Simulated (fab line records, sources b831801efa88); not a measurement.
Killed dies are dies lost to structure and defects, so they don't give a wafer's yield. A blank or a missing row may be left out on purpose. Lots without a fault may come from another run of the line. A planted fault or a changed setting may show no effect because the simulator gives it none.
fab line records | flow sky130
record lots=13 wafers=37 last_day=50
route steps=708 shown VT_ADJUST_LVTN@115 VT_ADJUST_NCORE@130 VT_ADJUST_PCH@152 SONOS_TUNNEL@160 PAD_OPEN@708
lots that met no fault: from a run of the same line without faults
start_h: hours from the record's first day to the start of the lot's first wafer shown | wait_h: hours since the lot's step before | " the same as in the row above | L1.1+2: a row that stands for several wafers | - no value, or no start given | * or withheld: withheld | < > ~ a bound
route shown NAME@n: a module of which the file shows steps, and the number in the route of the first | usual: mean/standard deviation of fault-free wafers | same: alike in all rows | chamber/n: place in a boat | sites: the reading at each site | _std_site: their standard deviation | _edge_site: outer sites' mean less inner sites' | radius_mm: how far each site lies from the wafer's centre | mask NAME#n: copy n | behind: the tool/chamber that last shaped the wafer | hold: why the lot was held/for how many hours/how that ended | device: the transistor (n, p or np) that didn't switch | end of line: the same wafers' tests at the end of the route | a step without rows: its recipe alone | killed: dies lost to structure and defects at the first sort, not the wafer's yield | map: a wafer's dies, x killed, . not, _ none there
set.NAME: the setting as run; set.NAME@STEP: as run at that earlier step | model.NAME: the simulator's own value behind a step, which no gauge read
steps of the route over a sample of lots; a table a step, a row a wafer
services: from which hour (start_h, from the record's first day; less than 0 if before it) a tool's chamber was out of use, for how many hours, and why
## steps
# step SKY_VT_ADJUST_LVTN_OVL_MEAS_18
# usual VT_ADJUST_LVTN_01_OVL=0.9/1.5
# columns lot.wafer tool chamber start_h wait_h VT_ADJUST_LVTN_01_OVL[nm]
L891.1 overlay-02 - 161.34 0.1 -1.7
L891.4 " - " " -0.6
L891.5 " - " " -0.7
L894.4 overlay-01 - 175.70 0.1 1.3
L894.5 " - " " 3.9
L894.6 " - " " 5.7
L895.3 overlay-02 - 185.35 0.1 -0.6
L895.5 " - " " 0.7
L895.6 " - " " 2.9
L896.1 overlay-01 - 194.52 0.1 -1.3
L896.2 " - " " 2.3
L896.5 " - " " 0.7
L897.3 overlay-01 - 201.34 0.1 -0.6
L897.4 " - " " -0.1
L897.5 " - " " 1.5
L898.1 overlay-02 - 211.07 0.1 0.6
L898.5 " - " " 1.7
L898.6 " - " " 1.0
L899.2 overlay-01 - 216.14 0.1 -0.8
L899.3 " - " " -0.2
L899.6 " - " " 1.2
L900.2 overlay-01 - 222.74 0.1 2.8
L900.4 " - " " 2.0
L900.6 " - " " 0.6
L902.1 overlay-01 - 237.59 0.1 -0.3
L902.2 " - " " -0.5
L902.3 " - " " 0.1
L903.3 overlay-01 - 244.94 0.1 -2.8
L903.4 " - " " -0.7
L905.4 overlay-01 - 258.34 0.1 0.1
L905.6 " - " " 1.6
L910.2 overlay-02 - 295.19 0.1 1.1
L910.4 " - " " 0.7
L910.6 " - " " 0.9
L912.1 overlay-01 - 307.73 0.1 2.2
L912.3 " - " " 1.0
L912.6 " - " " 1.3
# step SKY_VT_ADJUST_NCORE_TW_MEAS_11
# usual VT_ADJUST_NCORE_TW=218.9/2.2
# columns lot.wafer tool chamber start_h wait_h VT_ADJUST_NCORE_TW
L891.1 film_metro-03 - 182.43 0.1 215.0
L891.4 " - " " 215.9
L891.5 " - " " 215.8
L894.4 film_metro-03 - 197.11 0.1 217.9
L894.5 " - " " 217.6
L894.6 " - " " 218.5
L895.3 film_metro-04 - 207.76 0.1 220.9
L895.5 " - " " 221.7
L895.6 " - " " 221.5
L896.1 film_metro-03 - 217.13 0.1 215.4
L896.2 " - " " 215.0
L896.5 " - " " 216.2
L897.3 film_metro-04 - 224.10 0.1 221.7
L897.4 " - " " 219.6
L897.5 " - " " 221.5
L898.1 film_metro-04 - 233.83 0.1 220.7
L898.5 " - " " 220.8
L898.6 " - " " 221.4
L899.2 film_metro-01 - 239.25 0.1 221.1
L899.3 " - " " 220.8
L899.6 " - " " 220.3
L900.2 film_metro-01 - 245.74 0.1 218.9
L900.4 " - " " 219.5
L900.6 " - " " 217.5
L902.1 film_metro-01 - 261.86 0.1 218.4
L902.2 " - " " 219.4
L902.3 " - " " 219.1
L903.3 film_metro-03 - 268.95 0.1 215.1
L903.4 " - " " 214.8
L905.4 film_metro-04 - 282.61 0.1 219.7
L905.6 " - " " 221.3
L910.2 film_metro-01 - 320.04 0.1 220.6
L910.4 " - " " 220.6
L910.6 " - " " 220.3
L912.1 film_metro-04 - 332.98 0.1 221.3
L912.3 " - " " 219.7
L912.6 " - " " 219.3
# step SKY_VT_ADJUST_PCH_STRIP_09
# recipe chemistry=O2/N2 power_w=1400 pressure_mtorr=1500 platen_temp_c=withheld o2_flow_sccm=3000 n2_flow_sccm=300 overash_fraction=0.5
# usual drypump_motor_current_A=5.71/0.28 oes_product_au=0.722/0.0042 strip_time_to_endpoint_s=36.97/0.094
# columns lot.wafer tool chamber start_h wait_h drypump_motor_current_A oes_product_au rf_hours_counter_h strip_time_to_endpoint_s
L891.1 plasma_asher-03 1 226.41 0.1 5.45 0.719 53 37.04
L891.4 " 0 " " 5.72 0.719 - 36.93
L891.5 " 1 " " 5.45 0.718 - 37.01
L894.4 plasma_asher-04 0 241.73 0.1 5.80 0.718 - 37.09
L894.5 " 1 " " 6.18 0.725 - 37.14
L894.6 " 0 " " 5.81 0.718 - 37.01
L895.3 plasma_asher-01 0 252.68 0.1 5.29 0.727 - 36.98
L895.5 " 1 " " 5.52 0.719 - 36.93
L895.6 " 0 " " 5.28 0.721 - 36.95
L896.1 plasma_asher-03 1 264.16 0.1 5.54 0.723 57 36.84
L896.2 " 0 " " 5.73 0.731 57 36.79
L896.5 " 1 " " 5.49 0.720 - 36.88
L897.3 plasma_asher-03 0 271.18 0.1 5.71 0.725 - 37.15
L897.4 " 1 " " 5.54 0.720 - 37.16
L897.5 " 0 " " 5.73 0.722 - 37.06
L898.1 plasma_asher-03 1 281.24 0.1 5.49 0.717 59 37.01
L898.5 " 1 " " 5.50 0.719 - 37.09
L898.6 " 0 " " 5.73 0.721 - 37.03
L899.2 plasma_asher-01 1 288.32 0.1 5.53 0.720 47 36.93
L899.3 " 0 " " 5.28 0.724 - 36.97
L899.6 " 1 " " 5.54 0.726 - 36.89
L900.2 plasma_asher-01 0 294.17 0.1 5.29 0.726 47 37.03
L900.4 " 1 " " 5.54 0.720 - 37.05
L900.6 " 0 " " 5.31 0.729 - 36.98
L902.1 plasma_asher-03 0 311.81 0.1 5.69 0.717 62 36.87
L902.2 " 1 " " 5.48 0.726 62 36.89
L902.3 " 1 " " 5.49 0.723 - 36.82
L903.3 plasma_asher-03 0 318.51 0.1 5.74 0.719 - 36.86
L903.4 " 1 " " 5.49 0.716 - 36.87
L905.4 plasma_asher-01 1 333.14 0.1 5.59 0.724 - 37.11
L905.6 " 1 " " 5.58 0.720 - 37.15
L910.2 plasma_asher-04 1 375.12 0.1 6.19 0.718 24 37.01
L910.4 " 1 " " 6.20 0.722 - 36.98
L910.6 " 1 " " 6.17 0.729 - 36.91
L912.1 plasma_asher-04 0 389.16 0.1 5.77 0.727 26 36.85
L912.3 " 1 " " 6.27 0.719 - 36.88
L912.6 " 0 " " 5.79 0.726 - 36.90
# step SKY_SONOS_TUNNEL_DEVELOP_06
# recipe resist=NOVOLAK developer=TMAH develop_time_s=60 dev_temp_c=23
# usual developer_temp_C=22.97/0.1
# columns lot.wafer tool chamber start_h wait_h developer_temp_C
L891.1 litho_track-04 0 249.29 0.1 22.96
L891.4 " 0 " " 22.95
L891.5 " 0 " " 22.95
L894.4 litho_track-02 0 265.35 0.1 22.92
L894.5 " 0 " " 22.99
L894.6 " 0 " " 23.09
L895.3 litho_track-04 0 276.59 0.1 22.87
L895.5 " 0 " " 22.90
L895.6 " 0 " " 22.92
L896.1 litho_track-03 0 288.33 0.1 23.05
L896.2 " 0 " " 23.06
L896.5 " 0 " " 23.11
L897.3 litho_track-02 0 295.22 0.1 23.00
L897.4 " 0 " " 22.98
L897.5 " 0 " " 23.09
L898.1 litho_track-02 0 306.32 0.1 22.82
L898.5 " 0 " " 22.98
L898.6 " 0 " " 22.97
L899.2 litho_track-04 0 313.56 0.1 22.98
L899.3 " 0 " " 22.96
L899.6 " 0 " " 23.06
L900.2 litho_track-02 0 318.60 0.1 23.03
L900.4 " 0 " " 23.01
L900.6 " 0 " " 22.91
L902.1 litho_track-04 0 337.29 0.1 23.04
L902.2 " 0 " " 22.95
L902.3 " 0 " " 23.11
L903.3 litho_track-02 0 344.67 0.1 23.02
L903.4 " 0 " " 23.00
L905.4 litho_track-02 0 360.30 0.1 23.01
L905.6 " 0 " " 22.99
L910.2 litho_track-04 0 404.16 0.1 23.04
L910.4 " 0 " " 23.24
L910.6 " 0 " " 23.06
L912.1 litho_track-04 0 417.49 0.1 22.96
L912.3 " 0 " " 22.93
L912.6 " 0 " " 22.92
# step SKY_SONOS_TUNNEL_CD_MEAS_07
# recipe target_cd_nm=410
# usual cd_nm=410.0/2.3
# columns lot.wafer tool chamber start_h wait_h cd_nm
L891.1 cd_sem-01 - 249.44 0.1 411.1
L891.4 " - " " 412.0
L891.5 " - " " 410.3
L894.4 cd_sem-01 - 265.48 0.1 411.0
L894.5 " - " " 411.9
L894.6 " - " " 411.6
L895.3 cd_sem-02 - 276.73 0.1 414.6
L895.5 " - " " 413.0
L895.6 " - " " 414.6
L896.1 cd_sem-02 - 288.48 0.1 413.3
L896.2 " - " " 412.1
L896.5 " - " " 410.2
L897.3 cd_sem-01 - 295.36 0.1 408.1
L897.4 " - " " 407.3
L897.5 " - " " 406.1
L898.1 cd_sem-01 - 306.47 0.1 411.6
L898.5 " - " " 409.2
L898.6 " - " " 413.4
L899.2 cd_sem-01 - 313.71 0.1 409.6
L899.3 " - " " 408.4
L899.6 " - " " 409.5
L900.2 cd_sem-01 - 318.74 0.1 409.2
L900.4 " - " " 407.6
L900.6 " - " " 405.8
L902.1 cd_sem-01 - 337.44 0.1 406.3
L902.2 " - " " 408.3
L902.3 " - " " 407.6
L903.3 cd_sem-02 - 344.81 0.1 409.4
L903.4 " - " " 402.8
L905.4 cd_sem-02 - 360.43 0.1 403.3
L905.6 " - " " 403.8
L910.2 cd_sem-01 - 404.31 0.1 406.4
L910.4 " - " " 407.3
L910.6 " - " " 408.0
L912.1 cd_sem-02 - 417.64 0.1 408.6
L912.3 " - " " 405.4
L912.6 " - " " 408.4
# step SKY_PAD_OPEN_PROBE_99
# usual killed_at_M0_to_M3=45/6.9 killed_at_M4_up=3.0/1.7 killed_at_contacts=25/5.6 killed_at_front_end=15/4.2 killed_at_other=0.3/0.55 killed_dies=89/9.6 killed_open=49/7.2 killed_short=39/6.5
# same gross_dies=492 killed_at_back_side=0
# columns lot.wafer tool chamber start_h wait_h killed_at_M0_to_M3 killed_at_M4_up killed_at_contacts killed_at_front_end killed_at_other killed_dies killed_open killed_short
L899.2 prober-02 - 1127.14 0.1 42 7 27 7 0 83 48 35
L899.3 prober-02 - 1127.19 0.2 34 3 30 23 1 91 53 37
L899.6 prober-02 - 1127.34 0.2 47 2 33 15 0 97 49 48
L903.4 prober-01 - 1148.53 0.2 31 5 34 15 0 85 57 28
L905.4 prober-01 - 1158.84 0.2 42 4 23 14 0 83 48 35
L905.6 prober-01 - 1158.94 0.2 53 7 21 12 0 93 54 39
# killed by level:class
L899.2 VIA1:geometric_particle:open=14 CONTACT:geometric_particle:open=9 LI_CONTACT:geometric_particle:open=6 CONTACT:geometric_particle:short=6 VIA2:geometric_particle:short=5 METAL2:geometric_particle:short=5 METAL1:geometric_particle:short=5 LOCAL_INTERCONNECT:geometric_particle:short=4
L899.3 CONTACT:geometric_particle:open=15 VIA2:geometric_particle:open=8 VIA1:geometric_particle:open=6 CONTACT:geometric_particle:short=5 POLY_GATE:geometric_particle:short=5 POLY_GATE:geometric_particle:open=5 SPACER:geometric_particle:open=5 VIA3:geometric_particle:open=5
L899.6 CONTACT:geometric_particle:open=13 VIA1:geometric_particle:open=11 CONTACT:geometric_particle:short=9 VIA3:geometric_particle:open=8 METAL1:geometric_particle:short=7 VIA1:geometric_particle:short=5 VIA2:geometric_particle:open=5 LI_CONTACT:geometric_particle:open=4
L903.4 LI_CONTACT:geometric_particle:open=17 CONTACT:geometric_particle:open=8 VIA2:geometric_particle:open=6 VIA3:geometric_particle:open=6 POLY_GATE:geometric_particle:open=5 CONTACT:geometric_particle:short=5 VIA1:geometric_particle:open=5 METAL4:geometric_particle:short=5
L905.4 VIA1:geometric_particle:open=9 LI_CONTACT:geometric_particle:open=8 METAL2:geometric_particle:short=7 CONTACT:geometric_particle:open=6 VIA2:geometric_particle:open=6 VIA3:geometric_particle:open=6 FIELD_ISO:geometric_particle:short=5 POLY_GATE:geometric_particle:short=4
L905.6 VIA2:geometric_particle:open=11 CONTACT:geometric_particle:open=9 VIA1:geometric_particle:open=9 VIA1:geometric_particle:short=8 VIA3:geometric_particle:open=7 LI_CONTACT:geometric_particle:open=5 METAL4:geometric_particle:short=5 LOCAL_INTERCONNECT:geometric_particle:short=4
## services
# columns tool chamber start_h hours kind
plasma_asher-04 - 260.32 7.4 repair
plasma_asher-01 - 264.31 7.3 repair
plasma_asher-01 - 282.63 1.5 repair
plasma_asher-04 - 287.19 1.5 repair
plasma_asher-01 - 341.27 2.0 repair
## key
first_sign step=SKY_SONOS_TUNNEL_CD_MEAS_07 reading=cd_nm direction=down sigmas=2.8 usual=410.0 struck=403.3
effect none on later readings
met_at SKY_SONOS_TUNNEL_DEVELOP_06
struck_lots L903,L905
struck_wafers L903.4,L905.4,L905.6
tester_left_out L903,L905
not_acting_at SKY_VT_ADJUST_LVTN_OVL_MEAS_18,SKY_VT_ADJUST_NCORE_TW_MEAS_11,SKY_VT_ADJUST_PCH_STRIP_09
onset_between 318.60 344.67
fault kind=process_parameter_drift tool=litho_track-02 chamber=- onset_h=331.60 steps=SKY_SONOS_TUNNEL_DEVELOP_06 channel=develop_time_s offset=* shape=step end_h=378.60 scope=struck_wafers_only acts_in=* stated=*
# tester_left_out: of these lots the tester's yield and bins aren't shown, on N5 and GAA mostly nor the transistor test; their killed dies are dies lost to structure and defects alone, not to doping, threshold or leakage, so they don't give the yield
